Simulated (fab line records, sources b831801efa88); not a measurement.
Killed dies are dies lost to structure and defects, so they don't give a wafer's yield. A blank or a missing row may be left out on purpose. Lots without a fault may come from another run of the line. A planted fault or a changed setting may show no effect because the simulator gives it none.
One fault seen from 2 desks | flow gf180mcu | each desk has only its own numbers; what lay behind them comes last

THE METROLOGY DESK
What the gauges read, lot by lot, whatever tool the lot ran on: means of the sampled wafers that have a number. A lot is out of limits, marked OUT, if its mean lies more than 4 standard deviations from the usual mean; the brackets give that distance.
Columns: A = cd_nm at GF_V2_CD_MEAS_14, usual 259.9 nm; B = V2_W_RS at GF_V2_RS_MEAS_24, usual 0.327 ohm/sq; C = V2_W_THK at GF_V2_THK_MEAS_25, usual 356 nm
lot  | first seen here | A     | B               | C
L235 | day 20 18:14    | 259.9 | 0.325           | 368
L238 | day 21 21:31    | 259.1 | 0.327           | 362
L241 | day 22 11:49    | 261.3 | 0.332           | 355
L242 | day 22 18:10    | 260.0 | 0.334           | 350
L244 | day 23 14:16    | 259.2 | 0.517 (+38) OUT | 227 (-20) OUT
L245 | day 24 04:04    | 260.1 | 0.521 (+39) OUT | 220 (-21) OUT
L253 | day 26 16:29    | 258.3 | 0.320           | 358
L255 | day 27 01:43    | 258.4 | 0.325           | 352
L256 | day 27 16:00    | 260.3 | 0.330           | 355
L257 | day 27 17:41    | 261.0 | 0.323           | 362
L258 | day 27 23:18    | 258.2 | 0.322           | 364
This desk's finding: out of limits on L244, L245; first on L244, day 23 15:23 (V2_W_RS at GF_V2_RS_MEAS_24). In limits: L235, L238, L241, L242, L253, L255, L256, L257, L258.

THE TOOL OWNER'S DESK: cvd_w-01
The tool's own readings at GF_V2_CVD_23 (deposits W, target thk 350 nm, time 104.94 s): means of the sampled wafers that have a number, for each lot that ran on this tool. A lot is out of limits, marked OUT, if its mean lies more than 4 standard deviations from the usual mean; the brackets give that distance.
Columns: A = heater_power_w at GF_V2_CVD_23, usual 879 W
lot  | first seen here | A
L238 | day 21 22:24    | 959
L241 | day 22 12:46    | 879
L244 | day 23 15:16    | 891
L245 | day 24 04:59    | 931
L256 | day 27 16:56    | 894
This desk's finding: nothing out of limits on any of the 5 lots.

PUT TOGETHER
The metrology desk could have raised an alarm at day 23 15:23, on L244, L245.
The tool owner's desk saw nothing out of limits.
The tool owner's desk has L244, L245 on record, within its limits.
Of the lots named, all ran GF_V2_CVD_23 on cvd_w-01.

WHAT THE SIMULATOR HAD PUT IN
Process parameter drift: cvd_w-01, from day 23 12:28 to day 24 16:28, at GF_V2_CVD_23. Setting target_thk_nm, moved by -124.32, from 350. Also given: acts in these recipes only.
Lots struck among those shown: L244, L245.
Hours from the fault's start to each desk's first reading out of limits: the metrology desk, 3.
